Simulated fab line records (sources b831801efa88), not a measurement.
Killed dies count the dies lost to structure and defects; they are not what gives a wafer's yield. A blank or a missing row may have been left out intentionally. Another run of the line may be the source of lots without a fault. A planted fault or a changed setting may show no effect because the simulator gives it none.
Problem report, 8D (eight disciplines) form, completed by code    flow sky130    the parts of the form that need people (team, actions taken, sign-off) are left out

== 1. THE PROBLEM ==
At SKY_PASSIVATION_COAT_06, spinSpeedRpm averages 2121.1 rpm over 9 wafers from 3 lots, while fault-free wafers read 1999.9 rpm, standard deviation 1.4. Relative to the usual mean, that is a shift of +87 standard deviations.
The step: resist thk 3000 nm.
Earliest sighting: wafer L819.1 on lithoTrack-04 at day 46 17:26. The record has a number at this step for 30 wafers belonging to 10 lots. The rule behind "out" and "out of limits": a value lying over 4 standard deviations away from the usual mean. All remaining wafers that have a number are taken as sound.

== 2. WHAT IT IS, AND WHAT IT ISN'T ==
question                     is                      is not
which readings at this step  spinSpeedRpm            -
which lots                   L819, L821, L822        L812, L814, L815, L820, L827, L828, L835
which wafers of those lots   all that have a number  -
read on which tools          lithoTrack-04           lithoTrack-03
when                         from day 46 17:26       up to then (9 sound wafers); but 12 sound wafers of L820, L827, L828, L835 came after

== 3. SUSPECTS, AND WHAT RULES EACH OUT ==
Counting: a tool at any process step up to the reading remains a suspect when it ran all the lots that are out and ran no sound lot after the first of those.
- lithoTrack-04 at SKY_PASSIVATION_COAT_06 (resist thk 3000 nm): kept. It processed each lot that is out, first L819 at day 46 17:26, and no sound lot thereafter; up to then, the last sound lot it processed was L814 at day 44 13:09. Its own readings are out on those wafers: spinSpeedRpm.
After counting, what remains is lithoTrack-04 at SKY_PASSIVATION_COAT_06.

== 4. THE CAUSE (what the simulator had put in) ==
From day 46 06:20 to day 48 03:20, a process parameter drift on lithoTrack-04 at SKY_PASSIVATION_COAT_06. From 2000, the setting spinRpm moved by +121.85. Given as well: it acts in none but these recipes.
Only this tool survived the counting.

== 5. SEQUENCE OF EFFECTS, ordered by route ==
Each row: a reading whose mean over the struck wafers that have a number lies more than 3 standard deviations from the usual. Only readings for which the record gives a usual standard deviation are gone through. hours: the time from each lot's start at the first step in this table that gives one to its start at this step, as a median over the lots. sigmas: the change in usual standard deviations.
hours  step                      reading               usual       on struck wafers  change  sigmas
0      SKY_PASSIVATION_COAT_06   spinSpeedRpm          1999.9 rpm  2121.1            +121.2  +87
10     SKY_PASSIVATION_STRIP_12  stripTimeToEndpointS  31.50 s     30.50             -1.00   -6.3
Here are the process steps it includes:
- SKY_PASSIVATION_COAT_06: resist thk 3000 nm.
- SKY_PASSIVATION_STRIP_12: strips in O2/N2.

== 6. WHAT WOULD HAVE CAUGHT IT SOONER ==
In this record no reading fell out of limits until day 46 17:26, 11 hours after the fault had begun at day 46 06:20.
